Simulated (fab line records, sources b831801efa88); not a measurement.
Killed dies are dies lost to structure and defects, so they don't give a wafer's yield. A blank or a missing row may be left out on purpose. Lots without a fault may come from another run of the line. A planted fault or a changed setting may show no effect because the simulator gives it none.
One fault seen from 2 desks | flow sky130 | each desk has only its own numbers; what lay behind them comes last

THE METROLOGY DESK
What the gauges read, lot by lot, whatever tool the lot ran on: means of the sampled wafers that have a number. A lot is out of limits, marked OUT, if its mean lies more than 4 standard deviations from the usual mean; the brackets give that distance.
Columns: A = CAPM_OVL at SKY_CAPM_OVL_MEAS_12, usual 1.1 nm; B = cd_nm at SKY_METAL3_CD_MEAS_13, usual 300.5 nm; C = METAL3_OVL at SKY_METAL3_OVL_MEAS_14, usual 1 nm
lot  | first seen here | A   | B     | C
L998 | day 38 04:17    | 1.4 | 301.2 | 3
L103 | day 39 18:45    | 2.4 | 300.8 | 2
L115 | day 43 05:35    | 0.9 | 300.0 | 5
L118 | day 44 02:24    | 3.1 | 301.6 | 4
L119 | day 44 06:38    | 1.0 | 299.3 | -9
L120 | day 44 06:50    | 0.1 | 298.4 | 5
This desk's finding: nothing out of limits on any of the 6 lots.

THE TOOL OWNER'S DESK: litho_track-02
The tool's own readings at SKY_METAL3_COAT_07 (resist thk 60 nm): means of the sampled wafers that have a number, for each lot that ran on this tool. A lot is out of limits, marked OUT, if its mean lies more than 4 standard deviations from the usual mean; the brackets give that distance.
Columns: A = spin_speed_rpm at SKY_METAL3_COAT_07, usual 2999.8 rpm
lot  | first seen here | A
L103 | day 40 07:38    | 2999.0
L115 | day 43 18:05    | 3126.1 (+57) OUT
L118 | day 44 13:28    | 3122.7 (+56) OUT
This desk's finding: out of limits on L115, L118; first on L115, day 43 18:05 (spin_speed_rpm at SKY_METAL3_COAT_07). In limits: L103.

PUT TOGETHER
The tool owner's desk could have raised an alarm at day 43 18:05, on L115, L118.
The metrology desk saw nothing out of limits.
The metrology desk has L115, L118 on record, within its limits.
Of the lots named, all ran SKY_METAL3_COAT_07 on litho_track-02.

WHAT THE SIMULATOR HAD PUT IN
Process parameter drift: litho_track-02, from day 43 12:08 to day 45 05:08, at SKY_METAL3_COAT_07. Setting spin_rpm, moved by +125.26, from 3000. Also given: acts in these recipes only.
Lots struck among those shown: L115, L118.
Hours from the fault's start to each desk's first reading out of limits: the tool owner's desk, 6.
